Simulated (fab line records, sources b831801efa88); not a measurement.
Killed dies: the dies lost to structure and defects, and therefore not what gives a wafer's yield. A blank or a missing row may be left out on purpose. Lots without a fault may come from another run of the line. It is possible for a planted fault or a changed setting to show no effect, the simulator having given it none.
Which tool did it? -- flow gf180mcu -- 11 lots with 33 wafers sampled at 3 steps, on a route of 602 steps

## WHAT THE GAUGES SHOWED, per wafer
GF_DUAL_GATE_THK_MEAS_03.
lot,measured,on,DUAL_GATE_OXIDATION_00_THK (nm)
L461,day 7 14:20,film-metro-03,10.83 10.75 10.82
L471,day 10 12:08,film-metro-03,10.19 10.19 10.19
L472,day 10 14:28,film-metro-03,10.54 10.42 10.57
L473,day 11 02:58,film-metro-02,10.85 10.66 10.75
L476,day 11 23:31,film-metro-03,10.75 10.84 10.84
L477,day 12 05:09,film-metro-03,10.94 11.18 10.98
L479,day 12 20:21,film-metro-01,11.05 11.19 11.16
L481,day 13 06:25,film-metro-03,10.82 10.96 10.99
L482,day 13 11:47,film-metro-01,10.81 10.72 10.62
L483,day 13 23:19,film-metro-03,11.04 11.02 11.06
L484,day 14 05:50,film-metro-03,10.82 10.79 11.03

## TOOL THAT RAN EACH LOT (tool first, then ch and the chambers of the sampled wafers, then the start)
lot,GF_MVPSD_STRIP_10,GF_DUAL_GATE_OXIDATION_02
L461,"plasma-asher-01 ch 0,1, day 5 00:10","furnace-01 ch 0, day 7 12:54"
L471,"plasma-asher-04 ch 0,1, day 7 12:02","furnace-01 ch 0, day 10 10:41"
L472,"plasma-asher-02 ch 0,1, day 7 15:38","furnace-01 ch 0, day 10 13:01"
L473,"plasma-asher-01 ch 0,1, day 8 01:50","furnace-02 ch 0, day 11 01:31"
L476,"plasma-asher-02 ch 0, day 8 21:23","furnace-02 ch 0, day 11 22:04"
L477,"plasma-asher-04 ch 0,1, day 9 00:15","furnace-02 ch 0, day 12 03:41"
L479,"plasma-asher-04 ch 0,1, day 9 14:50","furnace-02 ch 0, day 12 18:55"
L481,"plasma-asher-02 ch 0,1, day 10 00:44","furnace-01 ch 0, day 13 04:58"
L482,"plasma-asher-04 ch 0,1, day 10 05:20","furnace-01 ch 0, day 13 10:21"
L483,"plasma-asher-02 ch 0,1, day 10 15:44","furnace-01 ch 0, day 13 21:52"
L484,"plasma-asher-04 ch 0,1, day 10 19:32","furnace-01 ch 0, day 14 04:23"
- GF_MVPSD_STRIP_10: strips in O2/N2.
- GF_DUAL_GATE_OXIDATION_02: stabilise 600 s, purge 300 s, target thk 10.887 nm.

## THE ANSWER, worked out from the rows above alone
Rule: usual is defined by the lots themselves. Put in order of their means at a reading, lots are off if they are a third of the lots or fewer, leave a main group of 4 or more, and stand apart from it by a gap of 3 or more times the standard deviation of the main group's means; of several such gaps the widest counts. The tables above print the reading to a certain number of digits; a main group whose means all agree to those digits is not used. Also off: a lot with no number at a reading for which 4 or more lots have one. Where the step has rows for the other lots, those lots are counted as sound.
Nothing can be told from this: no lot is off at any reading shown.

## WHAT THE SIMULATOR PUT IN
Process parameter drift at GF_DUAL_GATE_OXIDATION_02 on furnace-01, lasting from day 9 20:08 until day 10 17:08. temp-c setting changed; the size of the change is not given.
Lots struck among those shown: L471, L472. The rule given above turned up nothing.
